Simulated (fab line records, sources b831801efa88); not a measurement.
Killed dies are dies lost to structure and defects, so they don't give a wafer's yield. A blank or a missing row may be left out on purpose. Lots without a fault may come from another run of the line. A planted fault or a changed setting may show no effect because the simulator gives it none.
A struck lot beside a sound one | flow sky130 | 14 steps out of a route of 708
Sound: wafers L648.2, L648.4, L648.6. Struck: wafers L655.1, L655.5, L655.6. The cause comes at the end.
At each step with rows: each side's tool, then ch and its chambers, then its first start. Under that, the readings that differ: sound wafers | struck wafers | difference of the means | sigmas: that difference in standard deviations of wafers without a fault.
alike: readings whose means differ by less than 2 such deviations, and words and numbers that are the same on both sides. not compared: withheld readings, readings that some wafer has no value for, bounds like >300 that may hide the same value, and numbers for which the record gives no deviation and whose values overlap.
The two part at a step that has a row with sigmas, a row that says differs or no value, or rows on one side only. Numbers that don't overlap but have no deviation are shown without sigmas and don't part them. A reading that every wafer of one side lacks parts them only if that side has two wafers or more.

first, 1 step without rows for these wafers: SKY_LDD_LDN_IMPLANT_11.
SKY_LDD_LDN_STRIP_12: strips in O2/N2.
  sound on plasma_asher-02 ch 0,1, day 27 22:23; struck on plasma_asher-01 ch 0,1, day 29 22:32
  alike: drypump_motor_current_A, oes_product_au, strip_time_to_endpoint_s
  not compared: rf_hours_counter_h
SKY_LDD_LDN_TW_MEAS_13:
  sound on film_metro-01, day 27 22:29; struck on film_metro-04, day 29 22:38
  alike: LDD_LDN_TW
then, 2 steps without rows for these wafers: SKY_LDD_LDN_CLEAN_14 (cleans in SC1/SC2, time 150 s); SKY_SPACER_CVD_00 (deposits Si3N4 from DCS/NH3, target thk 43.1 nm, time 740 s).
SKY_SPACER_THK_MEAS_01:
  sound on film_metro-04, day 28 04:20; struck on film_metro-02, day 29 23:57
  reading                | sound          | struck         | difference | sigmas
  SPACER_CVD_00_THK (nm) | 42.8 42.7 43.4 | 42.0 41.7 41.8 | -1.1       | -2
SKY_SPACER_ETCHBACK_02: etches Si3N4 in CH3F/O2, stops on SiO2, time 46.7 s, target depth 45 nm.
  sound on rie_diel-03 ch 1,2, day 28 04:23; struck on rie_diel-03 ch 1,2, day 30 00:01
  alike: drypump_motor_current_A, oes_product_au, throttle_valve_pct
  not compared: rf_hours_counter_h
then, 5 steps without rows for these wafers: SKY_POLY_CUT_DEHYDRATE_00 (time 60 s); SKY_POLY_CUT_HMDS_01 (prime time 60 s); SKY_POLY_CUT_COAT_02 (resist thk 60 nm); SKY_POLY_CUT_COAT_03 (resist thk 450 nm); SKY_POLY_CUT_SOFTBAKE_04 (time 90 s).
SKY_POLY_CUT_EXPOSE_05: exposes mask NPCM, target cd 270 nm.
  sound on krf_scanner-02 ch 0, day 28 18:08; struck on krf_scanner-02, day 30 14:05
  no value came back on the struck wafers for exposure_dose_mJ_cm2, focus_offset_nm (nm), sigma_outer; on the sound wafers exposure_dose_mJ_cm2 reads 31.99 31.94 31.97
  alike: mask
then, 1 step without rows for these wafers: SKY_POLY_CUT_PEB_06.

WHERE THEY PART
First at SKY_SPACER_THK_MEAS_01; last, within this record, at SKY_POLY_CUT_EXPOSE_05.

WHY: what the simulator had put in
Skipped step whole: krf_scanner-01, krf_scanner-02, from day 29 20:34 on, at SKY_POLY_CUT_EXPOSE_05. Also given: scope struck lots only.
